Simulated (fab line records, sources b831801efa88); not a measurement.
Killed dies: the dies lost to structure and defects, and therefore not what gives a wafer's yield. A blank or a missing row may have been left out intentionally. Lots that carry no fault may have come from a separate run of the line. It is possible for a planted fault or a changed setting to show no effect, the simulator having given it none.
A struck lot beside a sound one + flow sky130 + 18 steps out of a route of 708
Sound: the wafers L804.1, L804.2, L804.6. Wafers L810.2, L810.3, L810.5 were the ones struck. Last of all comes the cause.
Each step with rows lists, per side, the tool, then ch with its chambers, then its first start. Under that, the readings that differ: sound wafers + struck wafers + difference of the means + sigmas: that difference in standard deviations of wafers without a fault.
alike: a reading whose means differ by less than 2 such deviations, as well as words and numbers matching on both sides. not compared: withheld readings; readings where some wafer has no value; bounds like >300 that might hide an equal value; numbers whose values overlap and for which the record gives no deviation.
Wherever a step has rows on one side only, a row that says differs or no value, or a row with sigmas, the two part there. Numbers that don't overlap but have no deviation are shown without sigmas and don't part them. A reading that every wafer of one side lacks parts them only if that side has two wafers or more.

first, 7 steps without rows for these wafers: SKY_LDD_N_IMPLANT_09; SKY_LDD_N_IMPLANT_10; SKY_LDD_N_IMPLANT_11; SKY_LDD_N_IMPLANT_12; SKY_LDD_N_IMPLANT_13; SKY_LDD_N_IMPLANT_14; SKY_LDD_N_IMPLANT_15.
SKY_LDD_N_STRIP_16: strips in O2/N2.
  sound on plasma_asher-02 ch 0,1, day 18 02:23; struck on plasma_asher-04 ch 1, day 21 13:23
| reading                     | sound       | struck      | difference | sigmas |
|-----------------------------|-------------|-------------|------------|--------|
| drypump_motor_current_A (A) | 5.8 5.4 5.4 | 4.7 4.7 4.7 | -0.8       | -2     |
  alike: oes_product_au, strip_time_to_endpoint_s
  not compared: rf_hours_counter_h
SKY_LDD_N_TW_MEAS_17:
  sound: film_metro-03 at day 18 02:29; struck: film_metro-01 at day 21 13:30
  alike: LDD_N_TW
then, 3 steps without rows for these wafers: SKY_LDD_P_DEHYDRATE_00 (time 60 s); SKY_LDD_P_HMDS_01 (prime time 60 s); SKY_LDD_P_COAT_02 (resist thk 1140 nm).
SKY_LDD_P_SOFTBAKE_03: time 60 s.
  sound on litho_track-01 ch 0, day 18 18:10; struck on litho_track-01 ch 0, day 22 04:20
| reading                  | sound             | struck            | difference | sigmas      |
|--------------------------|-------------------|-------------------|------------|-------------|
| heater_power_total_W (W) | 56.64 56.62 56.62 | 62.96 62.90 62.99 | +6.32      | +99 or more |
| run_length_s (s)         | 89.50 89.27 89.53 | 73.12 73.12 72.94 | -16.37     | -61         |
  alike: exhaust_pa
then, 2 steps without rows for these wafers: SKY_LDD_P_EXPOSE_04 (exposes mask PSDM, target cd 380 nm); SKY_LDD_P_PEB_05.
SKY_LDD_P_DEVELOP_06: develop time 60 s.
  sound on litho_track-03 ch 0, day 19 08:25; struck on litho_track-03 ch 0, day 22 19:59
| reading                                    | sound          | struck         | difference | sigmas |
|--------------------------------------------|----------------|----------------|------------|--------|
| model.NOVOLAK_of_LDD_P_COAT_02.thk_nm (nm) | 1136 1136 1137 | 1146 1146 1149 | +11        |        |
  alike: exhaust_pa
SKY_LDD_P_CD_MEAS_07: the cd target is 380 nm.
  sound: cd_sem-01 at day 19 08:34; struck: cd_sem-02 at day 22 20:08
| reading    | sound             | struck            | difference | sigmas |
|------------|-------------------|-------------------|------------|--------|
| cd_nm (nm) | 380.9 383.9 382.6 | 377.7 375.5 374.5 | -6.6       | -3     |
-- the record jumps here: 25 days lie between the struck wafers' starts before and after (it left off in module LDD_P and takes up again in module PAD_OPEN, whose first step shown is number 708 of the route) --
SKY_PAD_OPEN_PROBE_99:
  sound: prober-01 at day 46 01:14; struck: prober-01 at day 48 03:59
  alike: killed_at_M0_to_M3, killed_at_M4_up, killed_at_contacts, killed_at_front_end, killed_at_other, killed_dies, killed_open, killed_short

== WHERE THEY PART ==
Earliest at SKY_LDD_N_STRIP_16; latest, in this record, at SKY_LDD_P_CD_MEAS_07. Later steps at which nothing parts them and some readings are alike: SKY_PAD_OPEN_PROBE_99.

WHY: the cause the simulator had injected
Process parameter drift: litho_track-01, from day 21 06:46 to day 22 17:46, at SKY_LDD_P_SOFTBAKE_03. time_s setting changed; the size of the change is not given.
